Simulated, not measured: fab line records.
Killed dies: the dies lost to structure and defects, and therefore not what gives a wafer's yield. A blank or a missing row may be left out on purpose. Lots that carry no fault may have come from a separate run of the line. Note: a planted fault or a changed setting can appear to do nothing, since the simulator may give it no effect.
One fault seen from 2 desks :: flow sfq_line :: each desk has only its own numbers; what lay behind them comes last

DESK OF THE TOOL OWNER: litho_track-04
The tool's own readings at SFQ_TRILAYER_M3_LITHO_COAT_080 (resist thk 62 nm): means of the sampled wafers that have a number, for each lot that ran on this tool. Marked OUT: a lot whose mean sits more than 4 standard deviations from the usual mean, which makes it out of limits; the brackets give that distance.
Columns: A = chill_plate_temp_C at SFQ_TRILAYER_M3_LITHO_COAT_080, usual 23.01 C
lot: L660
first seen here: day 39 06:38
A: 23.02

lot: L662
first seen here: day 40 01:38
A: 22.99

lot: L666
first seen here: day 41 08:04
A: 22.97

lot: L679
first seen here: day 45 10:34
A: 22.96
This desk found nothing out of limits on any of the 4 lots.

AT THE METROLOGY DESK
Means of the sampled wafers that have a number, per lot and without regard to the tool the lot ran on: this is what the gauges read. Marked OUT: a lot whose mean sits more than 4 standard deviations from the usual mean, which makes it out of limits; the brackets give that distance.
Columns: A = I2_OVL at SFQ_I2_OVL_MEAS_918, usual -1 nm; B = M3_NB_RS at SFQ_M3_RS_MEAS_919, usual 0.893 ohm/sq; C = M3_OVL at SFQ_M3_OVL_MEAS_921, usual -1 nm
lot: L660
first seen here: day 39 05:09
A: -2
B: 0.894
C: -2

lot: L662
first seen here: day 40 00:21
A: 4
B: 0.893
C: -4

lot: L666
first seen here: day 41 06:49
A: -7
B: 0.884
C: -6

lot: L673
first seen here: day 42 20:35
A: -7
B: 0.899
C: 0

lot: L678
first seen here: day 45 00:19
A: -3
B: 0.893
C: 1

lot: L679
first seen here: day 45 08:43
A: -2
B: 0.884
C: -6
This desk found nothing out of limits on any of the 6 lots.

TAKEN TOGETHER
The tool owner's desk saw nothing out of limits.
The metrology desk saw nothing out of limits.

WHAT HAD BEEN PUT IN BY THE SIMULATOR
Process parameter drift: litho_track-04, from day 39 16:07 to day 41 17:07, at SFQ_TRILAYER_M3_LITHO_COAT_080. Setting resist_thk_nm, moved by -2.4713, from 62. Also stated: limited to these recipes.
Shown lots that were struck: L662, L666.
